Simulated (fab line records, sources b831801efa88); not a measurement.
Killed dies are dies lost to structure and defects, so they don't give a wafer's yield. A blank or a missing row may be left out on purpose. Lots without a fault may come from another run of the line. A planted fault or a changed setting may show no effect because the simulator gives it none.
fab line records | flow gf180mcu
record lots=12 wafers=36 last_day=34
route steps=602 shown NWELL@53 LVPWELL@64 MVSD@76 VT_IMPLANT@120
lots that met no fault: from a run of the same line without faults
start_h: hours from the record's first day to the start of the lot's first wafer shown | wait_h: hours since the lot's step before | " the same as in the row above | L1.1+2: a row that stands for several wafers | - no value, or no start given | * or withheld: withheld | < > ~ a bound
route shown NAME@n: a module of which the file shows steps, and the number in the route of the first | usual: mean/standard deviation of fault-free wafers | same: alike in all rows | chamber/n: place in a boat | sites: the reading at each site | _std_site: their standard deviation | _edge_site: outer sites' mean less inner sites' | radius_mm: how far each site lies from the wafer's centre | mask NAME#n: copy n | behind: the tool/chamber that last shaped the wafer | hold: why the lot was held/for how many hours/how that ended | device: the transistor (n, p or np) that didn't switch | end of line: the same wafers' tests at the end of the route | a step without rows: its recipe alone | killed: dies lost to structure and defects at the first sort, not the wafer's yield | map: a wafer's dies, x killed, . not, _ none there
set.NAME: the setting as run; set.NAME@STEP: as run at that earlier step | model.NAME: the simulator's own value behind a step, which no gauge read
steps of the route over a sample of lots; a table a step, a row a wafer
services: from which hour (start_h, from the record's first day; less than 0 if before it) a tool's chamber was out of use, for how many hours, and why
## steps
# step GF_NWELL_TW_MEAS_11
# usual NWELL_TW=1567/12
# columns lot.wafer tool chamber start_h wait_h NWELL_TW
L993.3 film_metro-02 - 60.67 0.1 1565
L993.4 " - " " 1565
L993.6 " - " " 1566
L994.1 film_metro-04 - 69.47 0.1 1584
L994.3 " - " " 1588
L994.5 " - " " 1580
L997.1 film_metro-04 - 85.01 0.1 1594
L997.4 " - " " 1587
L997.5 " - " " 1596
L998.2 film_metro-02 - 91.31 0.1 1562
L998.3 " - " " 1558
L998.5 " - " " 1564
L999.1 film_metro-02 - 93.82 0.1 1564
L999.2 " - " " 1570
L999.6 " - " " 1569
L100.3 film_metro-02 - 99.58 0.1 1574
L100.5 " - " " 1572
L100.6 " - " " 1575
L103.2 film_metro-02 - 115.66 0.1 1576
L103.3 " - " " 1572
L103.4 " - " " 1565
L106.2 film_metro-04 - 133.47 0.1 1585
L106.3 " - " " 1582
L106.5 " - " " 1583
L107.2 film_metro-04 - 139.47 0.1 1593
L107.5 " - " " 1591
L107.6 " - " " 1590
L108.1 film_metro-01 - 142.90 0.1 1554
L108.2 " - " " 1563
L108.3 " - " " 1559
L111.1 film_metro-01 - 163.35 0.1 1546
L111.4 " - " " 1549
L111.5 " - " " 1553
L112.1 film_metro-02 - 167.21 0.1 1578
L112.4 " - " " 1566
L112.6 " - " " 1573
# step GF_LVPWELL_STRIP_10
# recipe chemistry=O2/N2 power_w=1400 pressure_mtorr=1500 platen_temp_c=250 o2_flow_sccm=3000 n2_flow_sccm=300 overash_fraction=0.5
# usual drypump_motor_current_A=5.6/0.43 heater_power_w=333/53 oes_product_au=0.723/0.0051 strip_time_to_endpoint_s=36.93/0.1
# columns lot.wafer tool chamber start_h wait_h drypump_motor_current_A heater_power_w oes_product_au rf_hours_counter_h strip_time_to_endpoint_s
L993.3 plasma_asher-03 1 73.64 0.1 6.3 324 0.729 - 36.98
L993.4 " 0 " " 5.7 313 0.721 - 36.94
L993.6 " 0 " " 5.6 302 0.727 - 37.05
L994.1 plasma_asher-02 0 83.39 0.1 5.4 311 0.729 40 37.00
L994.3 " 0 " " 5.4 321 0.726 - 36.99
L994.5 " 0 " " 5.4 313 0.728 - 37.10
L997.1 plasma_asher-04 1 99.81 0.1 5.1 471 0.717 45 37.03
L997.4 " 0 " " 5.7 312 0.722 - 36.95
L997.5 " 0 " " 5.7 309 0.727 - 36.93
L998.2 plasma_asher-03 0 105.74 0.1 5.7 320 0.714 33 36.90
L998.3 " 1 " " 6.3 327 0.724 - 36.94
L998.5 " 0 " " 5.7 313 0.726 - 36.96
L999.1 plasma_asher-03 0 108.56 0.1 5.6 310 0.718 33 36.95
L999.2 " 1 " " 6.3 331 0.732 33 36.98
L999.6 " 1 " " 6.3 329 0.724 - 36.88
L100.3 plasma_asher-04 0 114.57 0.1 5.7 299 0.718 - 37.08
L100.5 " 0 " " 5.7 314 0.719 - 37.10
L100.6 " 1 " " 5.1 468 0.735 - 37.15
L103.2 plasma_asher-02 0 130.49 0.1 5.4 313 0.721 1 36.92
L103.3 " 1 " " 5.2 281 0.721 - 36.91
L103.4 " 0 " " 5.4 321 0.721 - 36.79
L106.2 plasma_asher-03 1 149.19 0.1 6.3 314 0.724 38 37.13
L106.3 " 0 " " 5.6 322 0.727 - 37.13
L106.5 " 1 " " 6.4 321 0.732 - 37.13
L107.2 plasma_asher-02 0 155.56 0.1 5.4 319 0.727 4 37.00
L107.5 " 1 " " 5.2 295 0.722 - 36.97
L107.6 " 0 " " 5.4 320 0.719 - 36.93
L108.1 plasma_asher-03 1 158.84 0.1 6.3 330 0.727 39 36.84
L108.2 " 0 " " 5.6 316 0.725 39 36.74
L108.3 " 0 " " 5.6 315 0.721 - 36.76
L111.1 plasma_asher-04 0 179.90 0.1 5.6 312 0.712 53 36.83
L111.4 " 0 " " 5.7 300 0.722 - 36.77
L111.5 " 1 " " 5.1 467 0.721 - 36.83
L112.1 plasma_asher-02 1 183.34 0.1 5.2 294 0.724 7 36.95
L112.4 " 0 " " 5.4 327 0.730 - 36.94
L112.6 " 0 " " 5.4 320 0.731 - 36.87
# step GF_MVSD_STRIP_10
# recipe chemistry=O2/N2 power_w=1400 pressure_mtorr=1500 platen_temp_c=250 o2_flow_sccm=3000 n2_flow_sccm=300 overash_fraction=0.5
# usual drypump_motor_current_A=5.35/0.21 heater_power_w=340/60 oes_product_au=0.722/0.0049 strip_time_to_endpoint_s=36.93/0.12
# columns lot.wafer tool chamber start_h wait_h drypump_motor_current_A heater_power_w oes_product_au rf_hours_counter_h strip_time_to_endpoint_s
L993.3 plasma_asher-02 1 88.23 0.1 5.21 281 0.724 - 36.86
L993.4 " 0 " " 5.38 313 0.727 - 36.93
L993.6 " 0 " " 5.38 311 0.733 - 36.86
L994.1 plasma_asher-04 1 98.00 0.1 5.08 458 0.716 45 36.77
L994.3 " 0 " " 5.65 312 0.731 - 37.01
L994.5 " 0 " " 5.63 308 0.717 - 36.99
L997.1 plasma_asher-01 0 115.41 0.1 5.67 338 0.724 45 36.86
L997.4 " 1 " " 5.27 330 0.726 - 36.97
L997.5 " 0 " " 5.66 345 0.729 - 36.99
L998.2 plasma_asher-02 1 121.50 0.1 5.22 290 0.723 0 37.16
L998.3 " 0 " " 5.36 323 0.720 - 37.18
L998.5 " 0 " " 5.37 317 0.713 - 37.21
L999.1 plasma_asher-04 0 124.24 0.1 5.64 320 0.725 48 37.04
L999.2 " 1 " " 5.07 458 0.722 48 36.92
L999.6 " 0 " " 5.66 310 0.726 - 36.93
L100.3 plasma_asher-04 0 129.79 0.1 5.66 313 0.724 - 37.13
L100.5 " 1 " " 5.07 452 0.724 - 37.13
L100.6 " 0 " " 5.65 313 0.726 - 37.03
L103.2 plasma_asher-02 1 145.79 0.1 5.19 286 0.710 3 37.01
L103.3 " 0 " " 5.37 319 0.719 - 36.99
L103.4 " 1 " " 5.18 283 0.727 - 36.95
L106.2 plasma_asher-04 1 164.85 0.1 5.06 450 0.716 52 36.88
L106.3 " 0 " " 5.66 307 0.726 - 36.90
L106.5 " 0 " " 5.66 304 0.724 - 36.96
L107.2 plasma_asher-02 0 172.54 0.1 5.39 315 0.715 6 36.77
L107.5 " 0 " " 5.38 327 0.726 - 36.82
L107.6 " 1 " " 5.20 294 0.725 - 36.90
L108.1 plasma_asher-04 1 175.14 0.1 5.09 461 0.718 53 36.76
L108.2 " 0 " " 5.66 307 0.717 53 36.88
L108.3 " 0 " " 5.67 311 0.733 - 36.95
L111.1 plasma_asher-01 0 196.99 0.1 5.65 336 0.723 54 37.07
L111.4 " 1 " " 5.27 330 0.722 - 37.04
L111.5 " 1 " " 5.26 331 0.719 - 36.99
L112.1 plasma_asher-02 0 200.90 0.1 5.38 315 0.722 9 36.92
L112.4 " 0 " " 5.38 325 0.719 - 36.87
L112.6 " 1 " " 5.19 294 0.724 - 36.97
# step GF_VT_IMPLANT_IMPLANT_30
# recipe species=B energy_kev=25 dose_cm2=2.534e+12 tilt_deg=7
# usual dose_ions_cm2=2.5338e+12/2.4e+09 end_station_pressure_torr=5e-06/2.6e-07 faraday_current_uA=14.25/0.26
# columns lot.wafer tool chamber start_h wait_h dose_ions_cm2 end_station_pressure_torr faraday_current_uA
L993.3 implanter-01 0 148.30 0.1 2.5296e+12 4.93e-06 14.48
L993.4 " 0 " " 2.5318e+12 5.17e-06 13.78
L993.6 " 0 " " 2.5318e+12 5.17e-06 14.52
L994.1 implanter-04 0 158.05 0.0 2.5306e+12 4.8e-06 14.39
L994.3 " 0 " " 2.5328e+12 4.96e-06 14.24
L994.5 " 0 " " 2.5343e+12 4.63e-06 14.41
L997.1 implanter-01 0 177.45 0.0 2.5356e+12 4.85e-06 13.85
L997.4 " 0 " " 2.5335e+12 5.45e-06 14.24
L997.5 " 0 " " 2.5353e+12 4.83e-06 13.88
L998.2 implanter-01 0 184.24 0.0 2.5302e+12 4.86e-06 13.98
L998.3 " 0 " " 2.5351e+12 5.23e-06 14.43
L998.5 " 0 " " 2.5314e+12 4.98e-06 14.43
L999.1 implanter-04 0 188.20 0.0 2.5363e+12 4.96e-06 14.94
L999.2 " 0 " " 2.528e+12 4.88e-06 14.10
L999.6 " 0 " " 2.5343e+12 5.16e-06 14.39
L100.3 implanter-04 0 193.75 0.1 2.5374e+12 4.84e-06 14.37
L100.5 " 0 " " 2.5328e+12 5.24e-06 13.98
L100.6 " 0 " " 2.5361e+12 5.16e-06 13.91
L103.2 implanter-02 0 212.58 0.0 2.5362e+12 5.1e-06 14.27
L103.3 " 0 " " 2.5332e+12 4.93e-06 14.03
L103.4 " 0 " " 2.539e+12 5.07e-06 14.15
L106.2 implanter-04 0 235.27 0.0 2.5313e+12 5.26e-06 14.28
L106.3 " 0 " " 2.5326e+12 5.07e-06 14.34
L106.5 " 0 " " 2.5364e+12 4.79e-06 14.54
L107.2 implanter-04 0 244.43 0.0 2.542e+11 5.19e-06 1.44
L107.5 " 0 " " 2.502e+11 5.09e-06 1.42
L107.6 " 0 " " 2.514e+11 5.17e-06 1.44
L108.1 implanter-04 0 246.50 0.0 2.548e+11 5.13e-06 1.40
L108.2 " 0 " " 2.556e+11 5e-06 1.39
L108.3 " 0 " " 2.548e+11 5.22e-06 1.43
L111.1 implanter-01 0 270.51 0.0 2.5364e+12 5.36e-06 14.57
L111.4 " 0 " " 2.5341e+12 5.47e-06 14.91
L111.5 " 0 " " 2.534e+12 4.86e-06 14.14
L112.1 implanter-02 0 275.96 0.0 2.5323e+12 5.05e-06 14.49
L112.4 " 0 " " 2.5323e+12 4.6e-06 14.51
L112.6 " 0 " " 2.532e+12 5.08e-06 14.31
# step GF_VT_IMPLANT_TW_MEAS_32
# usual VT_IMPLANT_3_TW=269.0/1
# columns lot.wafer tool chamber start_h wait_h VT_IMPLANT_3_TW
L993.3 film_metro-04 - 148.52 0.1 270.8
L993.4 " - " " 268.7
L993.6 " - " " 270.0
L994.1 film_metro-02 - 158.30 0.1 267.4
L994.3 " - " " 268.4
L994.5 " - " " 267.1
L997.1 film_metro-03 - 177.70 0.1 268.6
L997.4 " - " " 268.3
L997.5 " - " " 269.1
L998.2 film_metro-03 - 184.47 0.1 268.0
L998.3 " - " " 269.2
L998.5 " - " " 269.2
L999.1 film_metro-04 - 188.45 0.1 268.5
L999.2 " - " " 268.2
L999.6 " - " " 269.5
L100.3 film_metro-03 - 193.97 0.1 268.7
L100.5 " - " " 268.1
L100.6 " - " " 269.9
L103.2 film_metro-02 - 212.81 0.1 268.4
L103.3 " - " " 267.4
L103.4 " - " " 266.8
L106.2 film_metro-03 - 235.51 0.1 268.4
L106.3 " - " " 269.4
L106.5 " - " " 268.6
L107.2 film_metro-03 - 244.66 0.1 140.9
L107.5 " - " " 141.7
L107.6 " - " " 140.6
L108.1 film_metro-03 - 246.75 0.1 140.9
L108.2 " - " " 141.0
L108.3 " - " " 141.2
L111.1 film_metro-03 - 270.76 0.1 269.4
L111.4 " - " " 267.6
L111.5 " - " " 267.2
L112.1 film_metro-04 - 276.21 0.1 269.4
L112.4 " - " " 269.8
L112.6 " - " " 269.8
## services
# columns tool chamber start_h hours kind
plasma_asher-04 - 72.53 3.3 repair
implanter-01 - 93.54 13.8 pm
plasma_asher-04 - 107.81 2.8 pm
plasma_asher-02 - 108.75 9.0 pm
plasma_asher-02 0 108.75 9.0 vent_cycle
plasma_asher-02 1 108.75 9.0 vent_cycle
implanter-01 - 109.47 18.8 repair
plasma_asher-02 0 117.75 - clean
plasma_asher-02 1 117.75 - clean
plasma_asher-04 - 121.35 0.6 repair
implanter-02 - 135.56 3.5 pm
implanter-02 - 140.30 1.8 repair
implanter-01 - 160.57 6.9 repair
implanter-02 - 180.59 2.4 repair
implanter-01 - 186.92 4.6 repair
implanter-04 - 201.87 1.0 repair
plasma_asher-02 - 206.04 25.1 pm
implanter-04 - 206.36 15.9 pm
implanter-04 - 248.98 1.4 repair
plasma_asher-03 - 259.53 2.5 repair
## key
first_sign step=GF_VT_IMPLANT_IMPLANT_30 reading=dose_ions_cm2 direction=down sigmas=99+ usual=2.5338e+12 struck=2.535e+11
effect step=GF_VT_IMPLANT_IMPLANT_30 reading=faraday_current_uA direction=down sigmas=50 usual=14.25 struck=1.42
effect step=GF_VT_IMPLANT_TW_MEAS_32 reading=VT_IMPLANT_3_TW direction=down sigmas=99+ usual=269.0 struck=141.0
met_at GF_VT_IMPLANT_IMPLANT_30
struck_lots L107,L108
tester_left_out L107,L108
not_acting_at GF_NWELL_TW_MEAS_11,GF_LVPWELL_STRIP_10,GF_MVSD_STRIP_10
onset_between 235.27 244.43
fault kind=process_parameter_drift tool=implanter-04 chamber=- onset_h=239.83 steps=GF_VT_IMPLANT_IMPLANT_30 channel=dose_cm2 offset=-2.2806e+12 shape=step end_h=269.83 acts_in=these_recipes_only stated=2.534e+12
# tester_left_out: of these lots the tester's yield and bins aren't shown, on N5 and GAA mostly nor the transistor test; their killed dies are dies lost to structure and defects alone, not to doping, threshold or leakage, so they don't give the yield
